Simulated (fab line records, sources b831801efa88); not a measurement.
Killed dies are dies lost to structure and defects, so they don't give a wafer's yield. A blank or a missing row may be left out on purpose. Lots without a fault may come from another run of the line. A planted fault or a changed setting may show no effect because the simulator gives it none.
fab line records | flow gf180mcu
record lots=12 wafers=36 last_day=34
route steps=602 shown LVPWELL@62 V1@351 V2@385
lots that met no fault: from a run of the same line without faults
start_h: hours from the record's first day to the start of the lot's first wafer shown | wait_h: hours since the lot's step before | " the same as in the row above | L1.1+2: a row that stands for several wafers | - no value, or no start given | * or withheld: withheld | < > ~ a bound
route shown NAME@n: a module of which the file shows steps, and the number in the route of the first | usual: mean/standard deviation of fault-free wafers | same: alike in all rows | chamber/n: place in a boat | sites: the reading at each site | _std_site: their standard deviation | _edge_site: outer sites' mean less inner sites' | radius_mm: how far each site lies from the wafer's centre | mask NAME#n: copy n | behind: the tool/chamber that last shaped the wafer | hold: why the lot was held/for how many hours/how that ended | device: the transistor (n, p or np) that didn't switch | end of line: the same wafers' tests at the end of the route | a step without rows: its recipe alone | killed: dies lost to structure and defects at the first sort, not the wafer's yield | map: a wafer's dies, x killed, . not, _ none there
set.NAME: the setting as run; set.NAME@STEP: as run at that earlier step | model.NAME: the simulator's own value behind a step, which no gauge read
steps of the route over a sample of lots; a table a step, a row a wafer
services: from which hour (start_h, from the record's first day; less than 0 if before it) a tool's chamber was out of use, for how many hours, and why
## steps
# step GF_LVPWELL_IMPLANT_08
# recipe species=B energy_kev=170 dose_cm2=1.5e+13 tilt_deg=0
# usual beam_on_s=9.97/0.21 dose_ions_cm2=1.4997e+13/2e+10 faraday_current_uA=84.8/1.8
# columns lot.wafer tool chamber start_h wait_h beam_on_s dose_ions_cm2 faraday_current_uA
L378.1 implanter-03 0 69.01 0.0 9.97 1.4984e+13 84.8
L378.2 " 0 " " 9.99 1.4986e+13 84.8
L378.6 " 0 " " 10.25 1.4982e+13 82.7
L379.1 implanter-02 0 76.90 0.0 10.04 1.4985e+13 84.0
L379.3 " 0 " " 9.70 1.5022e+13 86.9
L379.6 " 0 " " 10.04 1.5021e+13 84.5
L380.1 implanter-04 0 79.11 0.0 10.24 1.5022e+13 82.2
L380.3 " 0 " " 9.81 1.4988e+13 86.5
L380.5 " 0 " " 9.86 1.499e+13 85.4
L381.4 implanter-02 0 84.66 0.1 10.00 1.5009e+13 84.7
L381.5 " 0 " " 9.84 1.4968e+13 86.1
L381.6 " 0 " " 9.81 1.4971e+13 85.9
L390.3 implanter-02 0 137.98 0.1 9.93 1.2204e+13 69.6
L390.4 " 0 " " 9.80 1.2222e+13 70.2
L390.5 " 0 " " 9.52 1.2196e+13 72.1
L391.4 implanter-04 0 142.41 0.1 10.07 1.4995e+13 83.9
L391.5 " 0 " " 10.02 1.4988e+13 84.5
L391.6 " 0 " " 10.16 1.5004e+13 83.3
L392.1 implanter-02 0 147.34 0.0 9.67 1.2213e+13 71.0
L392.4 " 0 " " 10.02 1.2247e+13 68.8
L392.5 " 0 " " 10.08 1.2244e+13 68.0
L394.3 implanter-03 0 159.11 0.1 9.96 1.4988e+13 84.8
L394.4 " 0 " " 9.97 1.4986e+13 84.7
L394.6 " 0 " " 10.08 1.4984e+13 84.0
L396.2 implanter-03 0 168.96 0.0 10.26 1.5011e+13 82.6
L396.3 " 0 " " 9.95 1.4992e+13 84.8
L396.4 " 0 " " 10.30 1.5007e+13 82.1
L397.3 implanter-03 0 175.38 0.1 9.67 1.5021e+13 87.0
L397.4 " 0 " " 9.88 1.5018e+13 85.5
L397.5 " 0 " " 10.16 1.5021e+13 83.2
L398.1 implanter-03 0 181.04 0.0 10.33 1.4991e+13 82.0
L398.2 " 0 " " 9.62 1.5008e+13 88.0
L398.4 " 0 " " 10.65 1.5019e+13 79.1
L399.1 implanter-03 0 187.09 0.0 10.16 1.4976e+13 83.0
L399.3 " 0 " " 9.53 1.4999e+13 89.1
L399.5 " 0 " " 10.15 1.501e+13 83.1
# step GF_LVPWELL_TW_MEAS_11
# usual LVPWELL_TW=564.4/2.4
# columns lot.wafer tool chamber start_h wait_h LVPWELL_TW
L378.1 film_metro-01 - 69.41 0.1 558.3
L378.2 " - " " 560.3
L378.6 " - " " 560.4
L379.1 film_metro-03 - 77.30 0.1 562.8
L379.3 " - " " 562.6
L379.6 " - " " 563.5
L380.1 film_metro-02 - 79.51 0.1 566.9
L380.3 " - " " 568.7
L380.5 " - " " 566.7
L381.4 film_metro-02 - 85.01 0.1 568.6
L381.5 " - " " 566.4
L381.6 " - " " 565.5
L390.3 film_metro-01 - 138.35 0.1 532.4
L390.4 " - " " 534.2
L390.5 " - " " 534.7
L391.4 film_metro-03 - 142.76 0.1 570.6
L391.5 " - " " 565.7
L391.6 " - " " 570.2
L392.1 film_metro-02 - 147.74 0.1 539.5
L392.4 " - " " 540.6
L392.5 " - " " 538.4
L394.3 film_metro-01 - 159.48 0.1 565.7
L394.4 " - " " 564.3
L394.6 " - " " 564.6
L396.2 film_metro-01 - 169.34 0.1 561.6
L396.3 " - " " 562.2
L396.4 " - " " 560.5
L397.3 film_metro-01 - 175.75 0.1 560.9
L397.4 " - " " 562.4
L397.5 " - " " 560.0
L398.1 film_metro-02 - 181.44 0.1 562.8
L398.2 " - " " 564.5
L398.4 " - " " 563.5
L399.1 film_metro-02 - 187.49 0.1 566.5
L399.3 " - " " 565.4
L399.5 " - " " 562.1
# step GF_VT_IMPLANT_RS_MEAS_48
# recipe thk_meas_gauge=four-point-probe
# usual LVPWELL_RS=1195.7/2.7
# columns lot.wafer tool chamber start_h wait_h LVPWELL_RS[ohm/sq]
L378.1 film_metro-01 - 157.60 0.1 1191.5
L378.2 " - " " 1195.5
L378.6 " - " " 1195.1
L379.1 film_metro-03 - 166.56 0.1 1195.6
L379.3 " - " " 1197.5
L379.6 " - " " 1195.2
L380.1 film_metro-02 - 171.06 0.1 1197.0
L380.3 " - " " 1191.7
L380.5 " - " " 1194.8
L381.4 film_metro-02 - 176.92 0.1 1198.6
L381.5 " - " " 1198.6
L381.6 " - " " 1196.7
L390.3 film_metro-01 - 239.80 0.1 1326.7
L390.4 " - " " 1320.8
L390.5 " - " " 1319.9
L391.4 film_metro-03 - 245.07 0.1 1200.5
L391.5 " - " " 1199.8
L391.6 " - " " 1199.0
L392.1 film_metro-02 - 253.16 0.1 1323.6
L392.4 " - " " 1325.5
L392.5 " - " " 1323.6
L394.3 film_metro-02 - 265.60 0.1 1193.8
L394.4 " - " " 1193.0
L394.6 " - " " 1191.3
L396.2 film_metro-02 - 277.38 0.1 1197.7
L396.3 " - " " 1195.6
L396.4 " - " " 1194.2
L397.3 film_metro-01 - 284.13 0.1 1194.8
L397.4 " - " " 1194.7
L397.5 " - " " 1196.3
L398.1 film_metro-01 - 292.54 0.1 1196.5
L398.2 " - " " 1193.9
L398.4 " - " " 1193.8
L399.1 film_metro-03 - 300.31 0.1 1197.4
L399.3 " - " " 1197.0
L399.5 " - " " 1198.2
# step GF_V1_ETCH_16
# recipe chemistry=N2/H2 target_depth_a=withheld overetch_a=withheld time_s=withheld target=BARC ion_energy_ev=200 source_w=500 bias_w=100 pressure_mtorr=30 n2_flow_sccm=100 h2_flow_sccm=200
# usual drypump_motor_current_A=5.7/0.66 oes_product_au=0.856/0.0047 throttle_valve_pct=13.224/0.009
# columns lot.wafer tool chamber start_h wait_h drypump_motor_current_A oes_product_au throttle_valve_pct
L378.1 rie_diel-02 3 412.59 0.0 5.2 0.850 13.231
L378.2 " 0 " " 5.8 0.854 13.225
L378.6 " 0 " " 5.8 0.851 13.230
L379.1 rie_diel-03 1 423.00 0.0 4.6 0.863 13.203
L379.3 " 3 " " 6.7 0.859 13.229
L379.6 " 2 " " 5.0 0.856 13.225
L380.1 rie_diel-03 3 427.25 0.0 6.7 0.860 13.227
L380.3 " 1 " " 4.6 0.853 13.222
L380.5 " 1 " " 4.6 0.859 13.230
L381.4 rie_diel-03 0 438.51 0.0 6.5 0.850 13.232
L381.5 " 3 " " 6.7 0.849 13.212
L381.6 " 2 " " 5.0 0.859 13.211
L390.3 rie_diel-03 0 518.11 0.0 6.5 0.853 13.208
L390.4 " 2 " " 5.1 0.868 13.230
L390.5 " 2 " " 5.1 0.861 13.215
L391.4 rie_diel-02 0 524.20 0.0 5.7 0.847 13.219
L391.5 " 3 " " 5.1 0.855 13.213
L391.6 " 0 " " 5.8 0.860 13.220
L392.1 rie_diel-03 3 538.02 0.0 6.6 0.849 13.208
L392.4 " 1 " " 4.6 0.861 13.224
L392.5 " 1 " " 4.6 0.859 13.229
L394.3 rie_diel-02 2 549.61 0.0 6.2 0.849 13.233
L394.4 " 1 " " 5.7 0.856 13.232
L394.6 " 2 " " 6.2 0.855 13.241
L396.2 rie_diel-03 1 565.20 0.0 4.6 0.861 13.222
L396.3 " 0 " " 6.5 0.862 13.219
L396.4 " 1 " " 4.6 0.844 13.229
L397.3 rie_diel-04 1 571.57 0.0 5.2 0.860 13.228
L397.4 " 0 " " 5.7 0.851 13.223
L397.5 " 3 " " 6.3 0.856 13.231
L398.1 rie_diel-02 0 582.52 0.0 5.8 0.854 13.214
L398.2 " 2 " " 6.2 0.861 13.217
L398.4 " 2 " " 6.2 0.860 13.235
L399.1 rie_diel-02 1 591.14 0.0 5.7 0.858 13.216
L399.3 " 2 " " 6.2 0.862 13.237
L399.5 " 0 " " 5.8 0.860 13.229
# step GF_V2_THK_MEAS_03
# recipe reads=SiO2_of_V2_CVD_02
# usual V2_CVD_02_THK=848/11
# columns lot.wafer tool chamber start_h wait_h V2_CVD_02_THK[nm]
L378.1 film_metro-03 - 439.30 0.0 818
L378.2 " - " " 839
L378.6 " - " " 854
L379.1 film_metro-01 - 450.31 0.1 834
L379.3 " - " " 855
L379.6 " - " " 865
L380.1 film_metro-02 - 455.33 0.0 815
L380.3 " - " " 827
L380.5 " - " " 854
L381.4 film_metro-03 - 465.76 0.0 865
L381.5 " - " " 854
L381.6 " - " " 860
L390.3 film_metro-03 - 543.39 0.1 835
L390.4 " - " " 859
L390.5 " - " " 860
L391.4 film_metro-01 - 549.52 0.0 838
L391.5 " - " " 848
L391.6 " - " " 852
L392.1 film_metro-02 - 563.25 0.0 840
L392.4 " - " " 860
L392.5 " - " " 857
L394.3 film_metro-01 - 574.12 0.1 844
L394.4 " - " " 856
L394.6 " - " " 854
L396.2 film_metro-01 - 589.58 0.0 829
L396.3 " - " " 852
L396.4 " - " " 858
L397.3 film_metro-01 - 595.41 0.1 838
L397.4 " - " " 855
L397.5 " - " " 858
L398.1 film_metro-01 - 606.17 0.0 834
L398.2 " - " " 841
L398.4 " - " " 851
L399.1 film_metro-02 - 614.37 0.0 840
L399.3 " - " " 830
L399.5 " - " " 851
# step GF_V2_SPUTTER_22
# recipe material=TiN target_thk_nm=10 chamber_pressure_pa=5 power_w=4000 time_s=40
# usual throttle_valve_pct=30.0/1
# columns lot.wafer tool chamber start_h wait_h throttle_valve_pct
L378.1 pvd_sputter-02 - 464.80 0.0 29.5
L378.2 " - " " 28.9
L378.6 " - " " 29.6
L379.1 pvd_sputter-02 - 475.99 0.0 29.7
L379.3 " - " " 29.4
L379.6 " - " " 28.7
L380.1 pvd_sputter-02 - 480.81 0.0 29.4
L380.3 " - " " 29.2
L380.5 " - " " 28.9
L381.4 pvd_sputter-03 - 490.87 0.0 30.7
L381.5 " - " " 31.2
L381.6 " - " " 31.5
L390.3 pvd_sputter-02 - 566.50 0.0 29.1
L390.4 " - " " 29.2
L390.5 " - " " 28.7
L391.4 pvd_sputter-04 - 572.67 0.0 29.6
L391.5 " - " " 31.2
L391.6 " - " " 30.3
L392.1 pvd_sputter-04 - 586.05 0.0 30.0
L392.4 " - " " 31.1
L392.5 " - " " 29.6
L394.3 pvd_sputter-03 - 597.21 0.0 31.4
L394.4 " - " " 27.9
L394.6 " - " " 28.0
L396.2 pvd_sputter-02 - 611.44 0.0 29.1
L396.3 " - " " 29.5
L396.4 " - " " 31.0
L397.3 pvd_sputter-02 - 616.47 0.0 29.2
L397.4 " - " " 29.6
L397.5 " - " " 28.6
L398.1 pvd_sputter-02 - 626.82 0.0 28.7
L398.2 " - " " 31.2
L398.4 " - " " 29.5
L399.1 pvd_sputter-02 - 635.94 0.0 31.0
L399.3 " - " " 29.0
L399.5 " - " " 29.4
## services
# columns tool chamber start_h hours kind
rie_diel-03 3 80.21 2.0 repair
rie_diel-03 0 110.25 4.8 repair
implanter-03 - 128.54 6.8 pm
pvd_sputter-02 - 158.26 0.8 repair
rie_diel-03 - 178.08 2.8 pm
rie_diel-03 2 198.21 4.0 repair
rie_diel-03 0 202.46 3.7 repair
rie_diel-03 0 217.71 8.1 repair
rie_diel-03 - 232.20 3.6 repair
implanter-03 - 263.70 6.1 repair
rie_diel-03 1 264.97 4.1 repair
implanter-03 - 291.54 5.4 repair
pvd_sputter-02 - 324.81 1.1 repair
pvd_sputter-02 - 326.36 4.0 repair
implanter-03 - 334.36 35.8 repair
rie_diel-03 1 401.03 1.5 repair
rie_diel-03 - 423.89 0.3 repair
rie_diel-03 0 440.00 7.2 repair
implanter-03 - 458.07 4.7 pm
pvd_sputter-02 - 476.09 2.2 repair
implanter-03 - 513.11 4.8 repair
rie_diel-03 2 523.36 5.5 repair
pvd_sputter-02 - 583.16 5.7 repair
pvd_sputter-02 - 604.43 3.6 repair
## key
first_sign step=GF_LVPWELL_IMPLANT_08 reading=dose_ions_cm2 direction=down sigmas=99+ usual=1.4997e+13 struck=1.2221e+13
effect step=GF_LVPWELL_IMPLANT_08 reading=faraday_current_uA direction=down sigmas=8.4 usual=84.8 struck=70.0
effect step=GF_LVPWELL_TW_MEAS_11 reading=LVPWELL_TW direction=down sigmas=12 usual=564.4 struck=536.6
effect step=GF_VT_IMPLANT_RS_MEAS_48 reading=LVPWELL_RS direction=up sigmas=47 usual=1195.7 struck=1323.3
met_at GF_LVPWELL_IMPLANT_08
struck_lots L390,L392
tester_left_out L390,L392
not_acting_at GF_V1_ETCH_16,GF_V2_THK_MEAS_03,GF_V2_SPUTTER_22
onset_between 84.66 137.98
fault kind=process_parameter_drift tool=implanter-02 chamber=- onset_h=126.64 steps=GF_LVPWELL_IMPLANT_08 channel=dose_cm2 offset=-2.7876e+12 shape=step end_h=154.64 acts_in=these_recipes_only stated=1.5e+13
# tester_left_out: of these lots the tester's yield and bins aren't shown, on N5 and GAA mostly nor the transistor test; their killed dies are dies lost to structure and defects alone, not to doping, threshold or leakage, so they don't give the yield
